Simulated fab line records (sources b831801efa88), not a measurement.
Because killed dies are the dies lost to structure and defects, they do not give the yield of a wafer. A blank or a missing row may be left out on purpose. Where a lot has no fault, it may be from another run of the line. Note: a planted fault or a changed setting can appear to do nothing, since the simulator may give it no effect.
Which tool is to blame? | flow gf180mcu | 15 lots with 45 wafers sampled at 4 steps, on a route of 602 steps

WHAT THE GAUGES READ, wafer by wafer
GF_STI_THK_MEAS_02.
lot  | measured    | on           | STI_OXIDATION_THK (nm)
L784 | day 1 16:31 | filmMetro-02 | 10.37 10.37 10.22
L785 | day 1 21:40 | filmMetro-03 | 10.05 10.00 9.95
L787 | day 2 07:31 | filmMetro-02 | 9.95 10.11 9.88
L788 | day 2 13:35 | filmMetro-02 | 10.02 10.32 10.22
L789 | day 2 18:08 | filmMetro-02 | 9.83 9.77 9.67
L790 | day 2 22:31 | filmMetro-01 | 9.82 9.75 9.66
L791 | day 3 03:31 | filmMetro-01 | 9.59 9.66 9.75
L792 | day 3 08:31 | filmMetro-03 | 9.89 10.08 10.09
L796 | day 4 04:31 | filmMetro-02 | 9.63 9.86 9.83
L798 | day 4 14:50 | filmMetro-01 | 9.80 9.90 9.63
L799 | day 4 21:37 | filmMetro-01 | 9.84 9.89 9.90
L801 | day 5 10:08 | filmMetro-02 | 10.08 10.09 10.24
L803 | day 5 17:44 | filmMetro-03 | 10.05 10.08 10.00
L804 | day 5 20:31 | filmMetro-02 | 9.84 10.00 9.96
L806 | day 6 06:31 | filmMetro-03 | 9.87 9.91 9.78

GF_VT_IMPLANT_OVL_MEAS_07.
lot  | measured     | on         | VT_IMPLANT_OVL (nm)
L784 | day 5 21:26  | overlay-01 | 0.8 0.9 3.4
L785 | day 6 02:16  | overlay-02 | -1.6 -0.7 -1.4
L787 | day 6 12:59  | overlay-01 | 0.0 1.9 -1.5
L788 | day 6 22:10  | overlay-01 | 0.1 0.8 0.3
L789 | day 7 04:20  | overlay-02 | -0.9 -0.4 0.2
L790 | day 7 07:16  | overlay-02 | 0.2 1.0 -0.3
L791 | day 7 15:51  | overlay-01 | -0.1 0.3 -1.2
L792 | day 7 22:26  | overlay-01 | -1.7 -0.7 1.6
L796 | day 9 05:19  | overlay-02 | -0.6 0.3 1.1
L798 | day 9 17:18  | overlay-01 | -1.0 -0.8 -1.1
L799 | day 9 20:39  | overlay-02 | 1.3 -0.5 -0.1
L801 | day 10 10:43 | overlay-02 | 0.0 -0.6 -0.7
L803 | day 10 21:16 | overlay-02 | -1.4 -1.1 -1.6
L804 | day 10 23:01 | overlay-02 | -0.5 1.4 1.7
L806 | day 11 13:04 | overlay-02 | 0.3 -0.9 0.0

GF_HV_LDD_OVL_MEAS_47.
lot  | measured     | on         | HV_LDD_03_OVL (nm)
L784 | day 12 16:47 | overlay-02 | -1.4 1.0 -3.0
L785 | day 12 21:59 | overlay-01 | 0.9 0.8 0.3
L787 | day 13 10:29 | overlay-02 | -0.6 0.3 0.3
L788 | day 13 23:08 | overlay-01 | -1.5 -0.6 -0.2
L789 | day 14 11:03 | overlay-01 | 0.7 -0.6 0.9
L790 | day 14 15:23 | overlay-02 | -0.8 0.1 -0.9
L791 | day 15 01:55 | overlay-02 | -0.8 1.0 2.2
L792 | day 15 08:19 | overlay-01 | -0.2 -0.2 0.5
L796 | day 17 02:07 | overlay-01 | 56.2 57.2 57.8
L798 | day 17 18:28 | overlay-02 | 58.5 59.0 57.2
L799 | day 17 23:01 | overlay-01 | 56.9 57.7 58.2
L801 | day 18 16:28 | overlay-02 | -3.3 -2.8 -0.6
L803 | day 19 06:21 | overlay-01 | 2.5 1.4 1.5
L804 | day 19 10:37 | overlay-01 | 0.6 3.2 3.6
L806 | day 20 01:01 | overlay-02 | 0.1 -1.6 -3.4

WHAT TOOL EACH LOT RAN ON (gives the tool, then ch and the chambers of the sampled wafers, and finally the start)
lot  | GF_HV_LDD_EXPOSE_43
L784 | ilineStepper-02 ch 0, day 12 07:01
L785 | ilineStepper-01 ch 0, day 12 12:03
L787 | ilineStepper-01 ch 0, day 13 00:58
L788 | ilineStepper-01 ch 0, day 13 12:43
L789 | ilineStepper-01 ch 0, day 14 01:04
L790 | ilineStepper-02 ch 0, day 14 04:52
L791 | ilineStepper-01 ch 0, day 14 15:20
L792 | ilineStepper-02 ch 0, day 14 21:28
L796 | ilineStepper-02 ch 0, day 16 15:11
L798 | ilineStepper-02 ch 0, day 17 06:45
L799 | ilineStepper-02 ch 0, day 17 11:31
L801 | ilineStepper-01 ch 0, day 18 04:34
L803 | ilineStepper-01 ch 0, day 18 18:52
L804 | ilineStepper-01 ch 0, day 18 22:11
L806 | ilineStepper-01 ch 0, day 19 13:28
- GF_HV_LDD_EXPOSE_43: exposes mask Pplus HV AREA, target cd 400 nm.

WHAT THE TOOLS THEMSELVES READ (means of the sampled wafers that have a number; where no wafer has one, the mark that the record gives instead)
The record holds no such reading with a usual standard deviation.

THE ANSWER, worked out from the rows above alone
Rule: usual is defined by the lots themselves. The widest of any qualifying gaps counts: lots, ordered by their means at a reading, are off when they make up no more than a third of the lots, leave a main group of 4 or more, and stand apart from it by 3 or more times the standard deviation of that group's means. If all means in a main group match to the digits the tables above print for the reading, that group is not used. Also off: a lot with no number at a reading for which 4 or more lots have one. Any other lot the step has rows for is counted as sound. Order of review: gauges by route order, followed by the tools' own readings, for which a lot's mean as printed above is used. At the first step where some lot is off, the reading lying furthest off is the one used; lots without a number count as furthest.
Off: L796, L798, L799, at GF_HV_LDD_OVL_MEAS_47 (HV_LDD_03_OVL). Main group: mean -0.0 nm, sd 1.3.
If a tool, at a process step before that reading, ran all the lots that are off and no sound lot after the first of them, it fits. Gauges at GF_HV_LDD_OVL_MEAS_47: tried the same way as those tools. One fits: ilineStepper-02 at GF_HV_LDD_EXPOSE_43. Its last sound lot is L792 (day 14 21:28), its first lot that is off L796 (day 16 15:11): a fault that began between those two fits.

WHAT THE SIMULATOR HAD PUT IN
Scanner matching overlay: ilineStepper-02, from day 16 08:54 on, at GF_HV_LDD_EXPOSE_43. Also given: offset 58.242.
Struck lots among those shown: L796, L798, L799. The rule above reached the same finding.
